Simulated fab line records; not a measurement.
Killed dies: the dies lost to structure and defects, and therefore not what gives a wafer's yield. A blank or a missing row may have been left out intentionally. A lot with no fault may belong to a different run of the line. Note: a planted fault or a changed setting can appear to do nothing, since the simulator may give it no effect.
Which tool did it? | flow sky130 | 12 lots, 36 wafers sampled, at 5 steps of a route of 708

## WHAT THE GAUGES READ, wafer by wafer
SKY_VT_ADJUST_NCORE_OVL_MEAS_08. Usual: VT_ADJUST_NCORE_OVL gives -1.4 nm (standard deviation 1.5).
lot  | measured     | on         | VT_ADJUST_NCORE_OVL (nm) | flag
L676 | day 8 20:11  | overlay-01 | -1.6 -0.7 -0.9           |
L677 | day 9 05:08  | overlay-01 | -0.2 -1.4 -0.4           |
L678 | day 9 11:11  | overlay-01 | -0.8 0.4 -0.3            |
L680 | day 9 18:07  | overlay-02 | -1.2 -3.3 -3.6           |
L681 | day 10 04:05 | overlay-01 | 0.0 0.5 -0.9             |
L683 | day 10 15:18 | overlay-02 | -3.6 -2.3 -2.3           |
L684 | day 10 20:15 | overlay-01 | -2.7 -2.9 -1.2           |
L685 | day 11 07:57 | overlay-01 | -0.9 -1.4 -0.9           |
L686 | day 11 17:53 | overlay-01 | -0.9 1.7 -0.3            |
L687 | day 12 00:16 | overlay-02 | -3.8 -3.8 -2.9           |
L697 | day 15 00:02 | overlay-02 | -2.5 -2.8 -3.7           |
L698 | day 15 11:59 | overlay-01 | -0.2 -0.5 1.6            |

SKY_SONOS_ONO_THK_MEAS_01. Usual: SONOS_ONO_OXIDATION_THK gives 2.59 nm (standard deviation 0.056).
lot  | measured     | on            | SONOS_ONO_OXIDATION_THK (nm) | flag
L676 | day 11 16:35 | film-metro-04 | 2.57 2.67 2.63               |
L677 | day 12 01:46 | film-metro-03 | 2.64 2.57 2.62               |
L678 | day 12 08:59 | film-metro-02 | 2.62 2.70 2.65               |
L680 | day 12 17:34 | film-metro-03 | 2.48 2.51 2.49               |
L681 | day 13 05:33 | film-metro-04 | 2.70 2.65 2.63               |
L683 | day 13 18:28 | film-metro-03 | 2.67 2.65 2.56               |
L684 | day 13 22:47 | film-metro-03 | 2.57 2.53 2.60               |
L685 | day 14 13:56 | film-metro-04 | 2.53 2.58 2.63               |
L686 | day 14 23:53 | film-metro-04 | 2.65 2.60 2.60               |
L687 | day 15 08:27 | film-metro-04 | 2.60 2.49 2.60               |
L697 | day 18 16:29 | film-metro-04 | 2.99 2.90 2.90               | OFF
L698 | day 19 05:53 | film-metro-02 | 2.79 2.76 2.85               | OFF

## TOOL THAT RAN EACH LOT (tool first, then ch and the chambers of the sampled wafers, then the start)
lot  | SKY_VT_ADJUST_LVTN_STRIP_20          | SKY_VT_ADJUST_NCORE_STRIP_10         | SKY_SONOS_ONO_OXIDATION_00
L676 | plasma-asher-01 ch 0,1, day 8 01:15  | plasma-asher-02 ch 0,1, day 8 20:22  | furnace-02 ch 0, day 11 15:13
L677 | plasma-asher-03 ch 0,1, day 8 09:55  | plasma-asher-03 ch 0,1, day 9 05:19  | furnace-01 ch 0, day 12 00:25
L678 | plasma-asher-04 ch 0,1, day 8 15:34  | plasma-asher-02 ch 0,1, day 9 11:22  | furnace-01 ch 0, day 12 07:38
L680 | plasma-asher-01 ch 0,1, day 8 22:16  | plasma-asher-02 ch 0,1, day 9 18:17  | furnace-01 ch 0, day 12 16:12
L681 | plasma-asher-01 ch 0,1, day 9 06:10  | plasma-asher-02 ch 0,1, day 10 04:16 | furnace-01 ch 0, day 13 04:11
L683 | plasma-asher-03 ch 0,1, day 9 18:05  | plasma-asher-02 ch 0,1, day 10 15:29 | furnace-01 ch 0, day 13 17:08
L684 | plasma-asher-04 ch 0,1, day 9 22:07  | plasma-asher-03 ch 0,1, day 10 20:26 | furnace-02 ch 0, day 13 21:27
L685 | plasma-asher-04 ch 0,1, day 10 10:16 | plasma-asher-01 ch 0,1, day 11 08:08 | furnace-02 ch 0, day 14 12:36
L686 | plasma-asher-01 ch 0,1, day 10 18:52 | plasma-asher-03 ch 0, day 11 18:04   | furnace-01 ch 0, day 14 22:32
L687 | plasma-asher-03 ch 0,1, day 11 01:07 | plasma-asher-02 ch 0,1, day 12 00:26 | furnace-01 ch 0, day 15 07:05
L697 | plasma-asher-03 ch 0, day 13 21:31   | plasma-asher-01 ch 0,1, day 15 00:13 | furnace-01 ch 0, day 18 15:08
L698 | plasma-asher-04 ch 0,1, day 14 08:41 | plasma-asher-01 ch 0,1, day 15 12:10 | furnace-01 ch 0, day 19 04:32
- SKY_VT_ADJUST_LVTN_STRIP_20: strips in O2/N2.
- SKY_VT_ADJUST_NCORE_STRIP_10: strips in O2/N2.
- SKY_SONOS_ONO_OXIDATION_00: stabilise 600 s, purge 300 s, target thk 2.6 nm.

## AS READ BY THE TOOLS THEMSELVES (means over the sampled wafers that have a number; for cases with no such wafer, the mark the record gives instead)
SKY_VT_ADJUST_LVTN_STRIP_20. Usual: drypump-motor-current-A 5.5 A, standard deviation 0.37; n2-flow-sccm 299.9 sccm, standard deviation 1; oes-product-au 0.715 a.u., standard deviation 0.0045; strip-time-to-endpoint-s 14.22 s, standard deviation 0.044.
lot  | tool            | drypump-motor-current-A (A) | n2-flow-sccm (sccm) | oes-product-au (a.u.) | strip-time-to-endpoint-s (s) | flag
L676 | plasma-asher-01 | 5.6                         | 299.3               | 0.713                 | 14.23                        |
L677 | plasma-asher-03 | 5.8                         | 299.1               | 0.712                 | 14.20                        |
L678 | plasma-asher-04 | 5.2                         | 299.5               | 0.716                 | 14.24                        |
L680 | plasma-asher-01 | 5.6                         | 299.4               | 0.714                 | 14.23                        |
L681 | plasma-asher-01 | 5.6                         | 300.5               | 0.715                 | 14.27                        |
L683 | plasma-asher-03 | 5.6                         | 299.7               | 0.715                 | 14.28                        |
L684 | plasma-asher-04 | 5.3                         | 299.7               | 0.714                 | 14.27                        |
L685 | plasma-asher-04 | 5.2                         | 300.3               | 0.713                 | 14.27                        |
L686 | plasma-asher-01 | 5.8                         | 301.3               | 0.715                 | 14.21                        |
L687 | plasma-asher-03 | 5.8                         | 300.2               | 0.717                 | 14.22                        |
L697 | plasma-asher-03 | 5.5                         | 299.9               | 0.715                 | 14.16                        |
L698 | plasma-asher-04 | 5.1                         | 299.4               | 0.714                 | 14.18                        |

SKY_VT_ADJUST_NCORE_STRIP_10. Usual: drypump-motor-current-A 5.68 A, standard deviation 0.18; n2-flow-sccm 299.9 sccm, standard deviation 0.81; oes-product-au 0.715 a.u., standard deviation 0.0044; strip-time-to-endpoint-s 14.18 s, standard deviation 0.038.
lot  | tool            | drypump-motor-current-A (A) | n2-flow-sccm (sccm) | oes-product-au (a.u.) | strip-time-to-endpoint-s (s) | flag
L676 | plasma-asher-02 | 5.63                        | 299.0               | 0.708                 | 14.25                        |
L677 | plasma-asher-03 | 5.78                        | 299.4               | 0.716                 | 14.20                        |
L678 | plasma-asher-02 | 5.64                        | 299.3               | 0.715                 | 14.17                        |
L680 | plasma-asher-02 | 5.64                        | 301.2               | 0.715                 | 14.17                        |
L681 | plasma-asher-02 | 5.63                        | 300.2               | 0.717                 | 14.18                        |
L683 | plasma-asher-02 | 5.63                        | 299.6               | 0.719                 | 14.26                        |
L684 | plasma-asher-03 | 5.66                        | 300.2               | 0.717                 | 14.17                        |
L685 | plasma-asher-01 | 5.62                        | 300.6               | 0.715                 | 14.17                        |
L686 | plasma-asher-03 | 5.52                        | 300.6               | 0.719                 | 14.23                        |
L687 | plasma-asher-02 | 5.64                        | 300.7               | 0.715                 | 14.17                        |
L697 | plasma-asher-01 | 5.62                        | 300.1               | 0.713                 | 14.23                        |
L698 | plasma-asher-01 | 5.62                        | 300.1               | 0.712                 | 14.17                        |

SKY_SONOS_ONO_OXIDATION_00. Usual: zone-power-top-pct 28.0 %, standard deviation 0.65.
lot  | tool       | zone-power-top-pct (%) | flag
L676 | furnace-02 | 28.5                   |
L677 | furnace-01 | 27.6                   |
L678 | furnace-01 | 27.6                   |
L680 | furnace-01 | 27.5                   |
L681 | furnace-01 | 27.4                   |
L683 | furnace-01 | 27.5                   |
L684 | furnace-02 | 28.5                   |
L685 | furnace-02 | 28.6                   |
L686 | furnace-01 | 27.5                   |
L687 | furnace-01 | 27.4                   |
L697 | furnace-01 | 27.3                   |
L698 | furnace-01 | 27.5                   |

## THE ANSWER, worked out from the rows above alone
Rule: a lot counts as off when the mean over its wafers that have a number is more than 3 standard deviations away from the usual mean. A lot without any number at a reading at which 4 lots or more have one is off too. Where the step has rows for the other lots, those lots are counted as sound. After the gauges, taken in route order, come the tools' own readings; for these a lot's mean is taken, as printed above. The first step at which some lot is off is used, and at that step the reading that is off furthest; a lot without a number counts as furthest.
Off: at SKY_SONOS_ONO_THK_MEAS_01 (SONOS_ONO_OXIDATION_THK), L697, L698.
A tool fits if, at a process step before that reading, it ran every lot that is off, and no sound lot after the first of them. Gauges at SKY_SONOS_ONO_THK_MEAS_01: tried the same way as those tools. 2 tools fit, plasma-asher-01 at SKY_VT_ADJUST_NCORE_STRIP_10 and furnace-01 at SKY_SONOS_ONO_OXIDATION_00, so this cannot tell which one it is.

## WHAT THE SIMULATOR PUT IN
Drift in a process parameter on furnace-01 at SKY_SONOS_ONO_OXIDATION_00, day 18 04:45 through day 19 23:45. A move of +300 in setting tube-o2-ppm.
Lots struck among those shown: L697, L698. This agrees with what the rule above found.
